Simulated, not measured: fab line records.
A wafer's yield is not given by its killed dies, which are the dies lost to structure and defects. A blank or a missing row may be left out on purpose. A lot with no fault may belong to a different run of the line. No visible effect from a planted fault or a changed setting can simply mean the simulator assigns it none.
Chamber matching / flow gf180mcu / 4 sister chambers for GF_CONTACT_CMP_27 on cmp-01
The step polishes, stops on SiO2, t overpolish 15 s, target thk 0 nm. 8 wafers are shown with their chamber, then 7 later ones without.

== WAFERS PAIRED WITH THEIR CHAMBERS ==
wafer=L523.1; chamber=0; motorCurrentA (A)=10.4; timeToEndpointS (s)=72.0
wafer=L529.4; chamber=0; motorCurrentA (A)=11.5; timeToEndpointS (s)=73.3
wafer=L529.5; chamber=3; motorCurrentA (A)=11.3; timeToEndpointS (s)=72.7
wafer=L531.1; chamber=1; motorCurrentA (A)=10.9; timeToEndpointS (s)=72.6
wafer=L531.3; chamber=3; motorCurrentA (A)=10.8; timeToEndpointS (s)=74.1
wafer=L531.4; chamber=2; motorCurrentA (A)=11.8; timeToEndpointS (s)=72.0
wafer=L532.3; chamber=1; motorCurrentA (A)=11.1; timeToEndpointS (s)=74.2
wafer=L532.4; chamber=2; motorCurrentA (A)=12.0; timeToEndpointS (s)=72.1

== WAFERS WHOSE CHAMBER IS MISSING ==
wafer=L534.1; motorCurrentA (A)=10.8; timeToEndpointS (s)=76.7
wafer=L540.2; motorCurrentA (A)=10.6; timeToEndpointS (s)=74.4
wafer=L540.4; motorCurrentA (A)=10.8; timeToEndpointS (s)=72.6
wafer=L540.5; motorCurrentA (A)=11.7; timeToEndpointS (s)=71.4
wafer=L542.1; motorCurrentA (A)=11.7; timeToEndpointS (s)=76.4
wafer=L542.2; motorCurrentA (A)=10.4; timeToEndpointS (s)=75.3
wafer=L542.4; motorCurrentA (A)=11.8; timeToEndpointS (s)=75.3

== WHICH CHAMBER EACH WENT THROUGH ==
wafer=L534.1; from the rows above=can't be placed: 1 or 3 or 0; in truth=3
wafer=L540.2; from the rows above=can't be placed: 1 or 3 or 0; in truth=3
wafer=L540.4; from the rows above=can't be placed: 0 or 1 or 3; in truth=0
wafer=L540.5; from the rows above=can't be placed: 2 or 0 or 3 or 1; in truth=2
wafer=L542.1; from the rows above=can't be placed: 3 or 1 or 0 or 2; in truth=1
wafer=L542.2; from the rows above=can't be placed: 1 or 3 or 0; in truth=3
wafer=L542.4; from the rows above=can't be placed: 3 or 1 or 0 or 2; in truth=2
Correctly placed: 0 of 7. Can't be placed from these rows: 7 (the true chamber is among the candidates in 7). Number placed wrongly: 0.
How it was worked out, from the rows above alone: a wafer's distance from a chamber is the root of the sum, over the readings, of the square of ((its reading less the chamber's mean) divided by the reading's scatter). If the next closest chamber is less than 2 further off than the closest, the wafer can't be placed; otherwise it belongs to the closest. Each chamber's mean is taken over the wafers shown for it. The scatter is the square root of a quotient: the sum, over the shown wafers, of each reading's squared deviation from its chamber's mean, divided by wafers minus chambers.
